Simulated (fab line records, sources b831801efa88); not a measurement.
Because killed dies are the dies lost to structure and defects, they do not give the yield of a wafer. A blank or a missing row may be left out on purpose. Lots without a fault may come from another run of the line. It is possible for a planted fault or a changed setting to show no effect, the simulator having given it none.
Which tool was responsible? || flow gf180mcu || 39 wafers from 13 lots sampled at 4 of the route's 602 steps

## WHAT THE GAUGES READ, wafer by wafer
GF_PASSIVATION_BOW_MEAS_14. Usual: for PASSIVATION_BOW the level is 136 um and the standard deviation is 12.
{"lot": "L696", "measured": "day 29 00:29", "on": "film-metro-02", "PASSIVATION_BOW (um)": "127 118 141", "flag": ""}
{"lot": "L697", "measured": "day 29 08:08", "on": "film-metro-04", "PASSIVATION_BOW (um)": "132 125 138", "flag": ""}
{"lot": "L698", "measured": "day 29 18:13", "on": "film-metro-04", "PASSIVATION_BOW (um)": "129 139 125", "flag": ""}
{"lot": "L699", "measured": "day 29 18:49", "on": "film-metro-03", "PASSIVATION_BOW (um)": "117 126 118", "flag": ""}
{"lot": "L701", "measured": "day 30 11:19", "on": "film-metro-02", "PASSIVATION_BOW (um)": "149 158 156", "flag": ""}
{"lot": "L702", "measured": "day 30 17:59", "on": "film-metro-04", "PASSIVATION_BOW (um)": "129 142 149", "flag": ""}
{"lot": "L704", "measured": "day 31 08:43", "on": "film-metro-03", "PASSIVATION_BOW (um)": "133 143 138", "flag": ""}
{"lot": "L706", "measured": "day 31 19:25", "on": "film-metro-02", "PASSIVATION_BOW (um)": "160 149 158", "flag": ""}
{"lot": "L707", "measured": "day 32 12:21", "on": "film-metro-04", "PASSIVATION_BOW (um)": "138 139 138", "flag": ""}
{"lot": "L708", "measured": "day 32 13:50", "on": "film-metro-02", "PASSIVATION_BOW (um)": "129 132 139", "flag": ""}
{"lot": "L714", "measured": "day 33 21:27", "on": "film-metro-03", "PASSIVATION_BOW (um)": "150 149 144", "flag": ""}
{"lot": "L716", "measured": "day 34 04:39", "on": "film-metro-04", "PASSIVATION_BOW (um)": "140 130 138", "flag": ""}
{"lot": "L718", "measured": "day 34 17:30", "on": "film-metro-03", "PASSIVATION_BOW (um)": "129 120 116", "flag": ""}

## EACH LOT AND THE TOOL THAT RAN IT (in order: tool; ch and the chambers of the sampled wafers; start)
{"lot": "L696", "GF_MIM_SPUTTER_07": "pvd-sputter-01, day 24 11:43", "GF_V5_CVD_02": "pecvd-03 ch 0,1, day 26 07:41", "GF_TOP_METAL_METAL_ETCH_16": "rie-metal-04 ch 0,1, day 28 03:05"}
{"lot": "L697", "GF_MIM_SPUTTER_07": "pvd-sputter-02, day 24 20:14", "GF_V5_CVD_02": "pecvd-01 ch 0,1,2, day 26 15:15", "GF_TOP_METAL_METAL_ETCH_16": "rie-metal-02 ch 0,1, day 28 09:26"}
{"lot": "L698", "GF_MIM_SPUTTER_07": "pvd-sputter-01, day 25 06:59", "GF_V5_CVD_02": "pecvd-04 ch 0,1,2, day 27 02:26", "GF_TOP_METAL_METAL_ETCH_16": "rie-metal-04 ch 0,1, day 28 20:08"}
{"lot": "L699", "GF_MIM_SPUTTER_07": "pvd-sputter-04, day 25 09:03", "GF_V5_CVD_02": "pecvd-04 ch 0,2, day 27 04:08", "GF_TOP_METAL_METAL_ETCH_16": "rie-metal-01 ch 0,1, day 28 21:08"}
{"lot": "L701", "GF_MIM_SPUTTER_07": "pvd-sputter-01, day 26 04:49", "GF_V5_CVD_02": "pecvd-04 ch 0,1,2, day 27 21:46", "GF_TOP_METAL_METAL_ETCH_16": "rie-metal-04 ch 0, day 29 13:45"}
{"lot": "L702", "GF_MIM_SPUTTER_07": "pvd-sputter-02, day 26 12:04", "GF_V5_CVD_02": "pecvd-03 ch 0,2, day 28 05:05", "GF_TOP_METAL_METAL_ETCH_16": "rie-metal-01 ch 0,1, day 29 21:29"}
{"lot": "L704", "GF_MIM_SPUTTER_07": "pvd-sputter-04, day 27 04:58", "GF_V5_CVD_02": "pecvd-01 ch 1,2, day 28 20:21", "GF_TOP_METAL_METAL_ETCH_16": "rie-metal-02 ch 1, day 30 12:30"}
{"lot": "L706", "GF_MIM_SPUTTER_07": "pvd-sputter-01, day 27 16:59", "GF_V5_CVD_02": "pecvd-01 ch 0,1, day 29 08:40", "GF_TOP_METAL_METAL_ETCH_16": "rie-metal-01 ch 0,1, day 30 23:26"}
{"lot": "L707", "GF_MIM_SPUTTER_07": "pvd-sputter-02, day 28 11:01", "GF_V5_CVD_02": "pecvd-03 ch 0,1,2, day 30 02:34", "GF_TOP_METAL_METAL_ETCH_16": "rie-metal-04 ch 0,1, day 31 16:15"}
{"lot": "L708", "GF_MIM_SPUTTER_07": "pvd-sputter-01, day 28 13:22", "GF_V5_CVD_02": "pecvd-03 ch 0,2, day 30 04:48", "GF_TOP_METAL_METAL_ETCH_16": "rie-metal-02 ch 0,1, day 31 18:44"}
{"lot": "L714", "GF_MIM_SPUTTER_07": "pvd-sputter-01, day 30 03:04", "GF_V5_CVD_02": "pecvd-04 ch 0,1,2, day 31 16:12", "GF_TOP_METAL_METAL_ETCH_16": "rie-metal-01 ch 0,1, day 33 02:50"}
{"lot": "L716", "GF_MIM_SPUTTER_07": "pvd-sputter-01, day 30 12:08", "GF_V5_CVD_02": "pecvd-04 ch 0,1,2, day 31 23:54", "GF_TOP_METAL_METAL_ETCH_16": "rie-metal-02 ch 0,1, day 33 10:27"}
{"lot": "L718", "GF_MIM_SPUTTER_07": "pvd-sputter-04, day 31 02:30", "GF_V5_CVD_02": "pecvd-04 ch 0,1,2, day 32 14:27", "GF_TOP_METAL_METAL_ETCH_16": "rie-metal-04 ch 0,1, day 33 23:39"}
- GF_MIM_SPUTTER_07: material TiN, target thk 60 nm, time 50 s.
- GF_V5_CVD_02: deposits SiO2 from TEOS, target thk 1450 nm, time 163.28 s.
- GF_TOP_METAL_METAL_ETCH_16: etches the open film in Cl2/BCl3, stops on SiO2, target depth 1197 nm, time 199.5 s.

## WHAT THE TOOLS THEMSELVES READ (means of the sampled wafers that have a number; where no wafer has one, the mark that the record gives instead)
GF_MIM_SPUTTER_07. Usual: throttle-valve-pct reads 30.1 % (standard deviation 1.2).
{"lot": "L696", "tool": "pvd-sputter-01", "throttle-valve-pct (%)": 29.2, "flag": ""}
{"lot": "L697", "tool": "pvd-sputter-02", "throttle-valve-pct (%)": 30.4, "flag": ""}
{"lot": "L698", "tool": "pvd-sputter-01", "throttle-valve-pct (%)": 29.1, "flag": ""}
{"lot": "L699", "tool": "pvd-sputter-04", "throttle-valve-pct (%)": 30.3, "flag": ""}
{"lot": "L701", "tool": "pvd-sputter-01", "throttle-valve-pct (%)": 30.0, "flag": ""}
{"lot": "L702", "tool": "pvd-sputter-02", "throttle-valve-pct (%)": 30.2, "flag": ""}
{"lot": "L704", "tool": "pvd-sputter-04", "throttle-valve-pct (%)": 31.0, "flag": ""}
{"lot": "L706", "tool": "pvd-sputter-01", "throttle-valve-pct (%)": 30.0, "flag": ""}
{"lot": "L707", "tool": "pvd-sputter-02", "throttle-valve-pct (%)": 30.5, "flag": ""}
{"lot": "L708", "tool": "pvd-sputter-01", "throttle-valve-pct (%)": 29.5, "flag": ""}
{"lot": "L714", "tool": "pvd-sputter-01", "throttle-valve-pct (%)": 30.3, "flag": ""}
{"lot": "L716", "tool": "pvd-sputter-01", "throttle-valve-pct (%)": 29.5, "flag": ""}
{"lot": "L718", "tool": "pvd-sputter-04", "throttle-valve-pct (%)": 31.0, "flag": ""}

GF_V5_CVD_02. Usual: heater-power-w reads 634 W (standard deviation 110).
{"lot": "L696", "tool": "pecvd-03", "heater-power-w (W)": 603, "flag": ""}
{"lot": "L697", "tool": "pecvd-01", "heater-power-w (W)": 723, "flag": ""}
{"lot": "L698", "tool": "pecvd-04", "heater-power-w (W)": 596, "flag": ""}
{"lot": "L699", "tool": "pecvd-04", "heater-power-w (W)": 649, "flag": ""}
{"lot": "L701", "tool": "pecvd-04", "heater-power-w (W)": 592, "flag": ""}
{"lot": "L702", "tool": "pecvd-03", "heater-power-w (W)": 501, "flag": ""}
{"lot": "L704", "tool": "pecvd-01", "heater-power-w (W)": 669, "flag": ""}
{"lot": "L706", "tool": "pecvd-01", "heater-power-w (W)": 736, "flag": ""}
{"lot": "L707", "tool": "pecvd-03", "heater-power-w (W)": 647, "flag": ""}
{"lot": "L708", "tool": "pecvd-03", "heater-power-w (W)": 514, "flag": ""}
{"lot": "L714", "tool": "pecvd-04", "heater-power-w (W)": 683, "flag": ""}
{"lot": "L716", "tool": "pecvd-04", "heater-power-w (W)": 643, "flag": ""}
{"lot": "L718", "tool": "pecvd-04", "heater-power-w (W)": 624, "flag": ""}

GF_TOP_METAL_METAL_ETCH_16. Usual: drypump-motor-current-A 5.58 A, standard deviation 0.22; mfc-cl2-sccm 79.95 sccm, standard deviation 0.27; oes-product-au 0.985 a.u., standard deviation 0.0073; throttle-valve-pct 28.237 %, standard deviation 0.011.
{"lot": "L696", "tool": "rie-metal-04", "drypump-motor-current-A (A)": 5.74, "mfc-cl2-sccm (sccm)": 80.05, "oes-product-au (a.u.)": 0.984, "throttle-valve-pct (%)": 28.241, "flag": ""}
{"lot": "L697", "tool": "rie-metal-02", "drypump-motor-current-A (A)": 5.57, "mfc-cl2-sccm (sccm)": 80.07, "oes-product-au (a.u.)": 0.978, "throttle-valve-pct (%)": 28.240, "flag": ""}
{"lot": "L698", "tool": "rie-metal-04", "drypump-motor-current-A (A)": 5.74, "mfc-cl2-sccm (sccm)": 79.75, "oes-product-au (a.u.)": 0.986, "throttle-valve-pct (%)": 28.227, "flag": ""}
{"lot": "L699", "tool": "rie-metal-01", "drypump-motor-current-A (A)": 5.37, "mfc-cl2-sccm (sccm)": 79.89, "oes-product-au (a.u.)": 0.988, "throttle-valve-pct (%)": 28.224, "flag": ""}
{"lot": "L701", "tool": "rie-metal-04", "drypump-motor-current-A (A)": 5.56, "mfc-cl2-sccm (sccm)": 79.86, "oes-product-au (a.u.)": 0.988, "throttle-valve-pct (%)": 28.244, "flag": ""}
{"lot": "L702", "tool": "rie-metal-01", "drypump-motor-current-A (A)": 5.55, "mfc-cl2-sccm (sccm)": 79.69, "oes-product-au (a.u.)": 0.989, "throttle-valve-pct (%)": 28.230, "flag": ""}
{"lot": "L704", "tool": "rie-metal-02", "drypump-motor-current-A (A)": 5.83, "mfc-cl2-sccm (sccm)": 79.70, "oes-product-au (a.u.)": 0.986, "throttle-valve-pct (%)": 28.237, "flag": ""}
{"lot": "L706", "tool": "rie-metal-01", "drypump-motor-current-A (A)": 5.36, "mfc-cl2-sccm (sccm)": 80.25, "oes-product-au (a.u.)": 0.990, "throttle-valve-pct (%)": 28.233, "flag": ""}
{"lot": "L707", "tool": "rie-metal-04", "drypump-motor-current-A (A)": 5.72, "mfc-cl2-sccm (sccm)": 79.87, "oes-product-au (a.u.)": 0.984, "throttle-valve-pct (%)": 28.234, "flag": ""}
{"lot": "L708", "tool": "rie-metal-02", "drypump-motor-current-A (A)": 5.70, "mfc-cl2-sccm (sccm)": 79.89, "oes-product-au (a.u.)": 0.976, "throttle-valve-pct (%)": 28.240, "flag": ""}
{"lot": "L714", "tool": "rie-metal-01", "drypump-motor-current-A (A)": 5.34, "mfc-cl2-sccm (sccm)": 80.35, "oes-product-au (a.u.)": 0.991, "throttle-valve-pct (%)": 28.245, "flag": ""}
{"lot": "L716", "tool": "rie-metal-02", "drypump-motor-current-A (A)": 5.55, "mfc-cl2-sccm (sccm)": 79.88, "oes-product-au (a.u.)": 0.981, "throttle-valve-pct (%)": 28.252, "flag": ""}
{"lot": "L718", "tool": "rie-metal-04", "drypump-motor-current-A (A)": 5.67, "mfc-cl2-sccm (sccm)": 79.99, "oes-product-au (a.u.)": 0.986, "throttle-valve-pct (%)": 28.238, "flag": ""}

## THE ANSWER, worked out from the rows above alone
Rule: a lot is off if the mean of its wafers that have a number lies more than 3 standard deviations from the usual mean. Also off: a lot with no number at a reading for which 4 or more lots have one. The other lots that the step has rows for count as sound. After the gauges, taken in route order, come the tools' own readings; for these a lot's mean is taken, as printed above. At the first step where some lot is off, the reading lying furthest off is the one used; lots without a number count as furthest.
Nothing can be told from this: no lot is off at any reading shown.

## WHAT WAS PUT IN BY THE SIMULATOR
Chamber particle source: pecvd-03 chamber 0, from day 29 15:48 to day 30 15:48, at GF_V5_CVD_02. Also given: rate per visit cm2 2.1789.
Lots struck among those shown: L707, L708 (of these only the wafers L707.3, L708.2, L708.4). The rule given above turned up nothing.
